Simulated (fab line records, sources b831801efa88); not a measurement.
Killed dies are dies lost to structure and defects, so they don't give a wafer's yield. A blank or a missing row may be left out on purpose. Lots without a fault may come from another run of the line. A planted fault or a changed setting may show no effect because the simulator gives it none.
Problem report in the 8D (eight disciplines) form, filled by code | flow sky130 | the parts of the form that need people (team, actions taken, sign-off) are left out

1. THE PROBLEM
VT_ADJUST_NCORE_OVL at SKY_VT_ADJUST_NCORE_OVL_MEAS_08 reads a mean of -123.8 nm on 9 wafers of 3 lots; wafers without a fault read 0.0 nm with a standard deviation of 1.6. That is -77 standard deviations from the usual mean.
First seen on wafer L709.2, day 12 09:59, on overlay-02. The record holds 33 wafers of 11 lots with a number at this step. Rule for "out", or "out of limits": more than 4 standard deviations from the usual mean. The other wafers with a number count as sound.

2. WHAT IT IS AND WHAT IT IS NOT
question                    | is                     | is not
which readings at this step | VT_ADJUST_NCORE_OVL    | -
which lots                  | L709, L710, L718       | L696, L698, L704, L705, L706, L707, L708, L719
which wafers of those lots  | all that have a number | -
read on which gauges        | overlay-01, overlay-02 | -
when                        | from day 12 09:59      | up to then (21 sound wafers); but 3 sound wafers of L719 came after

3. SUSPECTS, AND WHAT RULES EACH OUT
Counting: a tool at a process step up to the reading stays a suspect if it ran every lot that is out and no sound lot after the first of them.
- the gauge at SKY_VT_ADJUST_NCORE_OVL_MEAS_08: ruled out. The wafers that are out were read on 2 gauges (overlay-01, overlay-02).
- iline_stepper-02 at SKY_VT_ADJUST_NCORE_EXPOSE_04 (exposes mask LVTN COMPLEMENT THIN, target cd 380 nm): kept. It ran every lot that is out, first L709 (day 11 21:38), and no sound lot after that; its last sound lot up to then is L708 (day 11 12:59).
Left after counting: iline_stepper-02 at SKY_VT_ADJUST_NCORE_EXPOSE_04.

4. THE CAUSE (what the simulator had put in)
Scanner matching overlay: iline_stepper-02, from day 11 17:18 on, at SKY_VT_ADJUST_NCORE_EXPOSE_04. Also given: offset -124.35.
Counting left only this tool.

5. THE CHAIN OF EFFECTS, in route order
Each row: a reading whose mean over the struck wafers that have a number lies more than 3 standard deviations from the usual. Only readings for which the record gives a usual standard deviation are gone through. hours: the time from each lot's start at the first step in this table that gives one to its start at this step, as a median over the lots. sigmas: the change in usual standard deviations.
hours | step                            | reading             | usual  | on struck wafers | change | sigmas
0     | SKY_VT_ADJUST_NCORE_OVL_MEAS_08 | VT_ADJUST_NCORE_OVL | 0.0 nm | -123.8           | -123.8 | -77

6. WHAT WOULD HAVE CAUGHT IT SOONER
In this record the first reading out of limits at a measuring or inspecting step was taken at day 12 09:59, 17 hours after the fault began at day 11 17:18.
Of the tool readings at SKY_VT_ADJUST_NCORE_EXPOSE_04 for which the record gives a usual standard deviation, none was out on any struck wafer, so an alarm limit of 4 standard deviations on them would not have fired.
Of the lots that are out (3), L718 began SKY_VT_ADJUST_NCORE_EXPOSE_04 on iline_stepper-02 after day 12 09:59. A hold on the tool at that time would have spared it.
